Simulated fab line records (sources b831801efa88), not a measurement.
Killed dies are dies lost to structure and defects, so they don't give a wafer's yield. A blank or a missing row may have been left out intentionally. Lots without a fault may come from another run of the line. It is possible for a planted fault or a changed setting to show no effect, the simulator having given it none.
Which of the tools did it? | flow sky130 | Sampling: 12 lots, 36 wafers, 5 of 708 route steps

WHAT THE GAUGES SHOWED, per wafer
SKY_VIA1_RS_MEAS_22: measures by four-point-probe.
lot  | measured     | on            | VIA1_W_RS (ohm/sq)
L387 | day 34 07:53 | film metro-02 | 0.426 0.428 0.432
L388 | day 34 13:07 | film metro-01 | 0.423 0.427 0.423
L390 | day 35 10:01 | film metro-03 | 0.419 0.423 0.426
L395 | day 36 20:40 | film metro-01 | 58.353 57.362 58.269 58.230 57.405 58.256
L396 | day 37 09:27 | film metro-02 | 58.342 58.955 58.191 58.313 58.933 58.224
L399 | day 38 04:22 | film metro-03 | 0.429 0.426 0.432
L400 | day 38 10:11 | film metro-03 | 0.422 0.418 0.426
L401 | day 38 15:26 | film metro-01 | 0.425 0.419 0.430
L402 | day 39 05:56 | film metro-02 | 0.431 0.432 0.422
L404 | day 39 14:43 | film metro-01 | 0.424 0.420 0.419
L403 | day 39 15:32 | film metro-02 | 0.429 0.424 0.423
L407 | day 40 08:34 | film metro-01 | 0.423 0.426 0.429

SKY_METAL2_OVL_MEAS_16.
lot  | measured     | on         | METAL2_OVL (nm)
L387 | day 35 10:35 | overlay-02 | 3 -5 -6
L388 | day 35 14:58 | overlay-01 | 0 3 3
L390 | day 36 12:37 | overlay-02 | 5 2 -1
L399 | day 39 06:02 | overlay-01 | 4 3 1
L400 | day 39 11:05 | overlay-02 | -5 -12 -5
L401 | day 39 16:56 | overlay-02 | 4 4 2
L402 | day 40 07:34 | overlay-01 | 8 10 9
L404 | day 40 14:46 | overlay-01 | 6 4 12
L403 | day 40 17:17 | overlay-02 | 11 14 11
L407 | day 41 10:05 | overlay-01 | -2 -4 0

WHICH TOOL RAN EACH LOT (tool, then ch and the chambers of the sampled wafers, then the start)
lot  | SKY_CONTACT_CVD_00              | SKY_METAL1_SPUTTER_02        | SKY_VIA1_CVD_21
L387 | pecvd-03 ch 0,2, day 30 18:46   | pvd sputter-01, day 31 23:41 | cvd w-02 ch 0,1, day 34 07:47
L388 | pecvd-01 ch 1,2, day 30 23:19   | pvd sputter-01, day 32 04:41 | cvd w-02 ch 1, day 34 12:56
L390 | pecvd-04 ch 0,1, day 31 20:34   | pvd sputter-01, day 33 02:45 | cvd w-02 ch 0,1, day 35 09:56
L395 | pecvd-03 ch 0,1,2, day 33 09:34 | pvd sputter-04, day 34 14:46 | cvd w-02 ch 0,1, day 36 20:35
L396 | pecvd-03 ch 0,1,2, day 33 18:07 | pvd sputter-02, day 35 03:28 | cvd w-01 ch 0,1, day 37 09:19
L399 | pecvd-01 ch 0,1, day 34 17:23   | pvd sputter-01, day 35 21:04 | cvd w-02 ch 0,1, day 38 04:16
L400 | pecvd-03 ch 0,1,2, day 34 23:52 | pvd sputter-04, day 36 03:31 | cvd w-01 ch 0,1, day 38 10:05
L401 | pecvd-03 ch 0,2, day 35 05:31   | pvd sputter-04, day 36 10:14 | cvd w-02 ch 0,1, day 38 15:20
L402 | pecvd-03 ch 0,2, day 35 19:16   | pvd sputter-01, day 37 00:05 | cvd w-01 ch 0,1, day 39 05:50
L404 | pecvd-03 ch 0,2, day 36 06:25   | pvd sputter-02, day 37 09:44 | cvd w-02 ch 0,1, day 39 14:38
L403 | pecvd-04 ch 0,1,2, day 36 06:50 | pvd sputter-04, day 37 10:20 | cvd w-02 ch 0,1, day 39 15:26
L407 | pecvd-01 ch 0,2, day 37 00:22   | pvd sputter-02, day 38 04:24 | cvd w-01 ch 0,1, day 40 08:28
- SKY_CONTACT_CVD_00: deposits Si3N4, target thk 75 nm.
- SKY_METAL1_SPUTTER_02: material AlCu, target thk 250 nm, time 13.3 s.
- SKY_VIA1_CVD_21: deposits W, target thk 270 nm, time 80.902 s.

AS READ BY THE TOOLS THEMSELVES (means over the sampled wafers that have a number; for cases with no such wafer, the mark the record gives instead)
SKY_CONTACT_CVD_00.
lot  | tool     | heater power outer w (W) | heater power w (W) | rf fwd power W (W)
L387 | pecvd-03 | 336                      | 644                | 444.1
L388 | pecvd-01 | 421                      | 715                | 445.1
L390 | pecvd-04 | 449                      | 802                | 446.6
L395 | pecvd-03 | 358                      | 664                | 444.2
L396 | pecvd-03 | 371                      | 676                | 444.7
L399 | pecvd-01 | 421                      | 744                | 443.9
L400 | pecvd-03 | 349                      | 650                | 444.1
L401 | pecvd-03 | 346                      | 652                | 446.3
L402 | pecvd-03 | 327                      | 617                | 445.7
L404 | pecvd-03 | 317                      | 611                | 446.1
L403 | pecvd-04 | 458                      | 772                | 444.0
L407 | pecvd-01 | 479                      | 823                | 444.1

SKY_METAL1_SPUTTER_02.
lot  | tool           | throttle valve pct (%)
L387 | pvd sputter-01 | 31.2
L388 | pvd sputter-01 | 30.4
L390 | pvd sputter-01 | 29.9
L395 | pvd sputter-04 | 30.1
L396 | pvd sputter-02 | 29.1
L399 | pvd sputter-01 | 30.2
L400 | pvd sputter-04 | 30.2
L401 | pvd sputter-04 | 30.1
L402 | pvd sputter-01 | 30.3
L404 | pvd sputter-02 | 29.7
L403 | pvd sputter-04 | 30.5
L407 | pvd sputter-02 | 30.9

SKY_VIA1_CVD_21.
lot  | tool     | chamber pressure Torr (Torr) | heater power outer w (W) | heater power w (W)
L387 | cvd w-02 | 40.04                        | 533                      | 873
L388 | cvd w-02 | 40.02                        | 503                      | 864
L390 | cvd w-02 | 39.90                        | 559                      | 910
L395 | cvd w-02 | -                            | -                        | -
L396 | cvd w-01 | -                            | -                        | -
L399 | cvd w-02 | 40.11                        | 561                      | 906
L400 | cvd w-01 | 40.00                        | 582                      | 972
L401 | cvd w-02 | 39.91                        | 528                      | 888
L402 | cvd w-01 | 39.99                        | 587                      | 975
L404 | cvd w-02 | 39.87                        | 550                      | 872
L403 | cvd w-02 | 40.04                        | 521                      | 859
L407 | cvd w-01 | 40.05                        | 559                      | 919

THE ANSWER, worked out from the rows above alone
Rule: the usual values come from the lots themselves. Put in order of their means at a reading, lots are off if they are a third of the lots or fewer, leave a main group of 4 or more, and stand apart from it by a gap of 3 or more times the standard deviation of the main group's means; of several such gaps the widest counts. Not used: any main group whose means are identical at the precision the tables above print for the reading. Also off: a lot with no number at a reading for which 4 or more lots have one. Any other lot the step has rows for is counted as sound. First the gauges in route order, then the tools' own readings, where a lot's mean is used as printed above. The first step at which some lot is off is used, and at that step the reading that is off furthest; a lot without a number counts as furthest.
Off: L395, L396, seen at SKY_VIA1_RS_MEAS_22 (VIA1_W_RS). Mean 0.425 ohm/sq and standard deviation 0.0027 in the main group.
A tool fits if, at a process step before that reading, it ran every lot that is off, and no sound lot after the first of them. The gauges at SKY_VIA1_RS_MEAS_22 aren't tried: what is off there is off at SKY_VIA1_CVD_21 too, on other tools, and a gauge's error can't cause that. No candidate that was tried fits.

WHAT WAS PUT IN BY THE SIMULATOR
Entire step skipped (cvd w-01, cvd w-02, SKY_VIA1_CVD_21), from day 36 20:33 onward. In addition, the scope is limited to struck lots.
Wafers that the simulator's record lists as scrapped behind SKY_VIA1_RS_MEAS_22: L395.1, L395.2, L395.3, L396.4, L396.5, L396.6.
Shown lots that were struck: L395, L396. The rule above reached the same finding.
